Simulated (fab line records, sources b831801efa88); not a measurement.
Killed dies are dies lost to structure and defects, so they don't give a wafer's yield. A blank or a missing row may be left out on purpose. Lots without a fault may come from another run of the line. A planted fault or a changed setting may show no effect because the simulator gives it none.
fab line records | flow sfq_line
record lots=14 wafers=42 last_day=87
route steps=325 shown I4@173 C5@244
lots that met no fault: from a run of the same line without faults
start_h: hours from the record's first day to the start of the lot's first wafer shown | wait_h: hours since the lot's step before | " the same as in the row above | L1.1+2: a row that stands for several wafers | - no value, or no start given | * or withheld: withheld | < > ~ a bound
route shown NAME@n: a module of which the file shows steps, and the number in the route of the first | usual: mean/standard deviation of fault-free wafers | same: alike in all rows | chamber/n: place in a boat | sites: the reading at each site | _std_site: their standard deviation | _edge_site: outer sites' mean less inner sites' | radius_mm: how far each site lies from the wafer's centre | mask NAME#n: copy n | behind: the tool/chamber that last shaped the wafer | hold: why the lot was held/for how many hours/how that ended | device: the transistor (n, p or np) that didn't switch | end of line: the same wafers' tests at the end of the route | a step without rows: its recipe alone | killed: dies lost to structure and defects at the first sort, not the wafer's yield | map: a wafer's dies, x killed, . not, _ none there
set.NAME: the setting as run; set.NAME@STEP: as run at that earlier step | model.NAME: the simulator's own value behind a step, which no gauge read
steps of the route over a sample of lots; a table a step, a row a wafer
services: from which hour (start_h, from the record's first day; less than 0 if before it) a tool's chamber was out of use, for how many hours, and why
## steps
# step SFQ_I4_OVL_MEAS_928
# usual I4_OVL=1/6.1
# columns lot.wafer tool chamber start_h wait_h I4_OVL[nm]
L748.1 overlay-02 - 1035.29 0.1 6
L748.3 " - " " 8
L748.6 " - " " 3
L749.1 overlay-01 - 1046.09 0.1 -2
L749.3 " - " " -4
L749.4 " - " " 0
L750.1 overlay-01 - 1111.57 0.1 2
L750.2 " - " " -2
L750.5 " - " " -7
L752.3 overlay-01 - 1119.98 0.1 7
L752.4 " - " " 2
L752.6 " - " " 6
L753.1 overlay-01 - 1124.77 0.1 9
L753.2 " - " " 1
L753.3 " - " " 4
L754.2 overlay-01 - 1179.97 0.1 6
L754.4 " - " " 5
L754.6 " - " " 0
L756.1 overlay-01 - 1185.28 0.1 -8
L756.3 " - " " 2
L756.6 " - " " -1
L757.3 overlay-01 - 1186.49 0.1 -5
L757.4 " - " " -2
L757.6 " - " " -5
L759.2 overlay-02 - 1192.39 0.1 0
L759.3 " - " " 1
L759.6 " - " " 3
L761.1 overlay-02 - 1194.79 0.1 -6
L761.3 " - " " 3
L761.5 " - " " -1
L762.1 overlay-02 - 1197.19 0.1 -6
L762.3 " - " " -12
L762.5 " - " " -5
L763.1 overlay-02 - 1199.59 0.1 10
L763.2 " - " " 14
L763.3 " - " " 14
L765.2 overlay-01 - 1203.19 0.1 2
L765.5 " - " " 3
L765.6 " - " " 3
L770.1 overlay-02 - 1211.59 0.1 -10
L770.2 " - " " -10
L770.3 " - " " -13
# step SFQ_TRILAYER_I4_VIA_ETCH_VIA_ETCH_106
# recipe target=SiO2 stop_on=Nb mask_material=PR taper_deg=20 chemistry=CHF3 target_depth_nm=260 source_w=500 bias_w=80 pressure_mtorr=30 time_s=withheld
# usual drypump_motor_current_A=5.8/0.37 oes_product_au=0.854/0.0054
# columns lot.wafer tool chamber start_h wait_h drypump_motor_current_A oes_product_au
L748.1 rie_diel-02 3 1035.37 0.0 5.5 0.849
L748.3 " 0 " " 5.8 0.851
L748.6 " 0 " " 5.8 0.853
L749.1 rie_diel-02 3 1046.19 0.0 5.5 0.853
L749.3 " 3 " " 5.6 0.851
L749.4 " 1 " " 5.4 0.852
L750.1 rie_diel-02 0 1111.64 0.0 5.8 0.857
L750.2 " 3 " " 5.6 0.851
L750.5 " 2 " " 6.0 0.845
L752.3 rie_diel-02 2 1120.04 0.0 6.0 0.857
L752.4 " 3 " " 5.6 0.857
L752.6 " 3 " " 5.6 0.853
L753.1 rie_diel-02 2 1124.84 0.0 6.0 0.840
L753.2 " 3 " " 5.6 0.856
L753.3 " 1 " " 5.4 0.852
L754.2 rie_diel-04 0 1180.04 0.0 6.6 0.855
L754.4 " 1 " " 5.7 0.858
L754.6 " 2 " " 6.2 0.843
L756.1 rie_diel-01 2 1185.36 0.0 5.9 0.861
L756.3 " 3 " " 5.9 0.848
L756.6 " 0 " " 5.5 0.862
L757.3 rie_diel-04 0 1186.56 0.0 6.5 0.862
L757.4 " 2 " " 6.2 0.854
L757.6 " 1 " " 5.7 0.857
L759.2 rie_diel-04 2 1192.46 0.0 6.2 0.848
L759.3 " 1 " " 5.7 0.845
L759.6 " 3 " " 6.3 0.862
L761.1 rie_diel-02 2 1194.86 0.0 6.0 0.862
L761.3 " 0 " " 5.8 0.855
L761.5 " 0 " " 5.8 0.852
L762.1 rie_diel-04 2 1197.26 0.0 6.1 0.843
L762.3 " 0 " " 6.5 0.852
L762.5 " 3 " " 6.2 0.850
L763.1 rie_diel-01 3 1199.66 0.0 5.9 0.853
L763.2 " 2 " " 5.9 0.843
L763.3 " 1 " " 5.1 0.848
L765.2 rie_diel-01 1 1203.26 0.0 5.1 0.867
L765.5 " 3 " " 5.9 0.861
L765.6 " 2 " " 5.9 0.865
L770.1 rie_diel-04 1 1211.66 0.0 5.7 0.854
L770.2 " 3 " " 6.2 0.848
L770.3 " 2 " " 6.2 0.853
# step SFQ_TRILAYER_C5_LITHO_PEB_154
# recipe peb_temp_c=115 peb_time_s=60 resist=KrF
# usual chill_plate_temp_C=22.99/0.12 exhaust_pa=45.1/0.92 plate_temp_C=114.99/0.15
# columns lot.wafer tool chamber start_h wait_h chill_plate_temp_C exhaust_pa plate_temp_C
L748.1 litho_track-03 0 1436.39 1.0 23.02 45.6 115.05
L748.3 " 0 " " 22.95 44.5 114.92
L748.6 " 0 " " 22.93 45.1 114.86
L749.1 litho_track-01 0 1518.08 1.0 22.92 45.6 115.02
L749.3 " 0 " " 22.88 46.4 115.11
L749.4 " 0 " " 22.90 46.3 115.11
L750.1 litho_track-01 0 1520.48 1.0 23.10 45.4 115.34
L750.2 " 0 " " 23.00 44.8 115.10
L750.5 " 0 " " 22.96 44.6 115.12
L752.3 litho_track-04 0 1627.59 0.7 22.92 45.2 114.81
L752.4 " 0 " " 22.89 44.5 114.91
L752.6 " 0 " " 22.86 44.8 114.78
L753.1 litho_track-01 0 1638.38 1.0 23.07 46.5 114.95
L753.2 " 0 " " 23.03 45.4 115.12
L753.3 " 0 " " 23.00 44.7 115.00
L754.2 litho_track-04 0 1725.80 0.8 23.02 44.7 115.21
L754.4 " 0 " " 23.05 45.0 114.88
L754.6 " 0 " " 22.89 44.8 115.21
L756.1 litho_track-03 0 1731.90 1.0 22.82 44.2 115.37
L756.3 " 0 " " 22.81 45.4 115.20
L756.6 " 0 " " 22.93 45.1 115.19
L757.3 litho_track-04 0 1798.70 0.7 23.15 45.5 114.83
L757.4 " 0 " " 23.10 45.1 114.73
L757.6 " 0 " " 23.19 46.6 114.54
L759.2 litho_track-04 0 1809.48 0.8 23.03 43.9 115.11
L759.3 " 0 " " 22.97 45.6 115.12
L759.6 " 0 " " 23.10 43.7 115.06
L761.1 litho_track-03 - 1813.05 1.0 - - -
L761.3 " - " " - - -
L761.5 " - " " - - -
L762.1 litho_track-03 - 1814.25 1.0 - - -
L762.3 " - " " - - -
L762.5 " - " " - - -
L763.1 litho_track-04 0 1815.45 1.0 23.17 46.3 115.02
L763.2 " 0 " " 22.94 45.7 114.88
L763.3 " 0 " " 23.09 43.8 114.97
L765.2 litho_track-03 0 1825.08 0.8 22.79 44.4 115.25
L765.5 " 0 " " 22.76 44.1 115.14
L765.6 " 0 " " 22.89 44.2 115.13
L770.1 litho_track-01 0 1841.85 1.0 22.87 44.0 114.85
L770.2 " 0 " " 22.77 43.7 114.90
L770.3 " 0 " " 22.84 43.0 114.68
# step SFQ_TRILAYER_C5_STRIP_STRIP_155
# recipe gas=O2 power_w=200 platen_temp_c=40 overash_fraction=0.65 chemistry=O2 pressure_mtorr=50
# usual drypump_motor_current_A=5.38/0.22 he_backside_leak_sccm=3.47/0.26 oes_product_au=0.997/0.0083
# columns lot.wafer tool chamber start_h wait_h drypump_motor_current_A he_backside_leak_sccm oes_product_au rf_hours_counter_h
L748.1 rie_metal-02 0 1436.81 - 5.50 3.75 0.981 35
L748.3 " 0 " " 5.48 3.31 0.980 -
L748.6 " 0 " " 5.49 3.65 0.987 -
L749.1 rie_metal-01 1 1518.50 - 5.39 3.37 1.001 60
L749.3 " 0 " " 5.35 3.50 0.999 -
L749.4 " 1 " " 5.38 3.52 1.007 -
L750.1 rie_metal-01 0 1520.90 - 5.35 3.25 0.995 111
L750.2 " 1 " " 5.39 3.50 1.009 61
L750.5 " 1 " " 5.39 3.46 1.013 -
L752.3 rie_metal-01 1 1628.16 - 5.38 3.54 0.996 -
L752.4 " 0 " " 5.37 3.01 0.987 -
L752.6 " 1 " " 5.37 3.54 1.005 -
L753.1 rie_metal-01 0 1638.80 - 5.33 3.71 1.007 127
L753.2 " 1 " " 5.37 3.59 0.996 73
L753.3 " 1 " " 5.36 3.47 0.996 -
L754.2 rie_metal-04 1 1726.19 - 5.45 3.60 0.998 87
L754.4 " 0 " " 4.90 3.37 1.002 -
L754.6 " 0 " " 4.82 3.47 1.007 -
L756.1 rie_metal-01 1 1732.32 - 5.38 3.47 1.001 84
L756.3 " 0 " " 5.33 3.31 0.991 -
L756.6 " 1 " " 5.37 3.41 0.990 -
L757.3 rie_metal-01 1 1799.28 - 5.37 3.48 1.007 -
L757.4 " 0 " " 5.34 3.42 1.001 -
L757.6 " 1 " " 5.38 3.59 1.003 -
L759.2 rie_metal-02 1 1809.88 - 5.68 3.77 1.001 108
L759.3 " 1 " " 5.68 3.56 0.991 -
L759.6 " 1 " " 5.71 3.47 0.990 -
L761.1 rie_metal-04 1 1813.48 - 5.47 3.61 1.009 102
L761.3 " 1 " " 5.46 3.71 0.990 -
L761.5 " 1 " " 5.45 3.68 0.994 -
L762.1 rie_metal-02 0 1814.68 - 5.47 3.40 0.995 84
L762.3 " 0 " " 5.47 3.43 0.991 -
L762.5 " 1 " " 5.65 3.59 0.987 -
L763.1 rie_metal-04 1 1815.88 - 5.43 3.62 0.990 102
L763.2 " 0 " " 4.88 3.48 1.001 30
L763.3 " 0 " " 4.90 3.35 1.012 -
L765.2 rie_metal-04 0 1825.48 - 4.89 3.46 1.003 32
L765.5 " 1 " " 5.46 3.59 0.996 -
L765.6 " 0 " " 4.88 3.28 1.010 -
L770.1 rie_metal-04 1 1842.28 - 5.45 3.64 0.982 107
L770.2 " 0 " " 4.87 3.36 0.987 35
L770.3 " 1 " " 5.46 3.63 0.981 -
## services
# columns tool chamber start_h hours kind
rie_diel-02 2 1032.87 55.9 repair
rie_diel-02 0 1042.64 18.0 repair
rie_diel-04 1 1054.08 2.5 repair
rie_diel-02 - 1116.64 2.4 repair
rie_metal-01 - 1123.86 2.8 pm
rie_diel-02 1 1164.97 14.7 repair
rie_metal-01 - 1185.28 0.4 repair
rie_diel-02 2 1197.01 5.0 repair
rie_diel-02 2 1261.57 6.6 repair
rie_diel-02 3 1349.48 4.9 repair
rie_metal-01 - 1355.48 28.1 pm
rie_diel-02 2 1370.74 20.6 repair
rie_diel-02 2 1427.52 4.8 repair
rie_diel-02 - 1469.73 0.3 repair
rie_metal-01 1 1522.25 14.3 repair
rie_diel-02 0 1532.75 6.5 repair
rie_diel-02 1 1542.17 16.4 repair
rie_diel-02 - 1564.00 0.4 repair
rie_metal-01 - 1609.51 0.2 repair
rie_metal-01 - 1611.03 1.4 pm
rie_diel-02 1 1640.17 6.1 repair
rie_diel-02 0 1746.31 8.7 repair
rie_diel-02 1 1786.85 12.7 repair
rie_diel-02 0 1815.79 9.2 repair
## key
first_sign step=SFQ_TRILAYER_C5_LITHO_PEB_154 reading=tool_record direction=missing
effect none on later readings
met_at SFQ_TRILAYER_C5_LITHO_PEB_154
struck_lots L761,L762
not_acting_at SFQ_I4_OVL_MEAS_928,SFQ_TRILAYER_I4_VIA_ETCH_VIA_ETCH_106,SFQ_TRILAYER_C5_STRIP_STRIP_155
onset_between 1731.90 1813.05
fault kind=skipped_step_whole tool=litho_track-03 chamber=- onset_h=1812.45 steps=SFQ_TRILAYER_C5_LITHO_PEB_154 scope=struck_lots_only
